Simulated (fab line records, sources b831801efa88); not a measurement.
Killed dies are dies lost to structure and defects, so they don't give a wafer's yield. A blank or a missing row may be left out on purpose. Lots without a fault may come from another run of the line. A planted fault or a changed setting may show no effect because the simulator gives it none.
One fault seen from 2 desks | flow gf180mcu | each desk has only its own numbers; what lay behind them comes last

THE TOOL OWNER'S DESK: rie_metal-03
The tool's own readings at GF_M1_METAL_ETCH_16 (etches the open film in Cl2/BCl3, stops on SiO2, target depth 627.5 nm, time 104.6 s): means of the sampled wafers that have a number, for each lot that ran on this tool. A lot is out of limits, marked OUT, if its mean lies more than 4 standard deviations from the usual mean; the brackets give that distance.
Columns: A = drypump_motor_current_A at GF_M1_METAL_ETCH_16, usual 5.7 A; B = oes_product_au at GF_M1_METAL_ETCH_16, usual 0.972 a.u.; C = run_length_s at GF_M1_METAL_ETCH_16, usual 133.3 s; D = throttle_valve_pct at GF_M1_METAL_ETCH_16, usual 28.249 %
lot  | first seen here | A   | B     | C                | D
L803 | day 17 20:19    | 5.8 | 0.965 | 133.2            | 28.258
L807 | day 19 11:07    | 5.6 | 0.984 | 125.1 (-9.5) OUT | 28.228
L811 | day 20 22:34    | 5.8 | 0.986 | 125.7 (-8.8) OUT | 28.232
L818 | day 23 13:00    | 5.9 | 0.969 | 133.1            | 28.254
L821 | day 24 09:28    | 5.8 | 0.965 | 133.1            | 28.244
L822 | day 24 15:07    | 5.8 | 0.971 | 133.1            | 28.247
L824 | day 25 08:15    | 5.7 | 0.971 | 133.1            | 28.254
This desk's finding: out of limits on L807, L811; first on L807, day 19 11:07 (run_length_s at GF_M1_METAL_ETCH_16). In limits: L803, L818, L821, L822, L824.

THE METROLOGY DESK
What the gauges read, lot by lot, whatever tool the lot ran on: means of the sampled wafers that have a number. A lot is out of limits, marked OUT, if its mean lies more than 4 standard deviations from the usual mean; the brackets give that distance.
Columns: A = V2_CVD_00_THK at GF_V2_THK_MEAS_01, usual 598 nm; B = V2_OVL at GF_V2_OVL_MEAS_15, usual 1 nm
lot  | first seen here | A   | B
L803 | day 19 23:02    | 603 | -2
L804 | day 20 09:58    | 590 | 3
L807 | day 21 15:22    | 612 | 6
L808 | day 21 21:55    | 600 | 2
L810 | day 22 15:26    | 601 | -3
L811 | day 23 00:41    | 604 | -6
L815 | day 24 07:26    | 598 | 2
L817 | day 25 01:52    | 591 | 6
L818 | day 25 13:16    | 593 | 2
L820 | day 26 01:48    | 596 | 2
L821 | day 26 08:42    | 604 | -4
L822 | day 26 12:56    | 602 | 6
L823 | day 26 18:35    | 592 | 3
L824 | day 27 05:26    | 598 | -4
This desk's finding: nothing out of limits on any of the 14 lots.

PUT TOGETHER
The tool owner's desk could have raised an alarm at day 19 11:07, on L807, L811.
The metrology desk saw nothing out of limits.
The metrology desk has L807, L811 on record, within its limits.
Of the lots named, all ran GF_M1_METAL_ETCH_16 on rie_metal-03.

WHAT THE SIMULATOR HAD PUT IN
Process parameter drift: rie_metal-03, from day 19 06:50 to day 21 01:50, at GF_M1_METAL_ETCH_16. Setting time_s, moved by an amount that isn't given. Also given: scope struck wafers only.
Lots struck among those shown: L807, L811.
Hours from the fault's start to each desk's first reading out of limits: the tool owner's desk, 4.
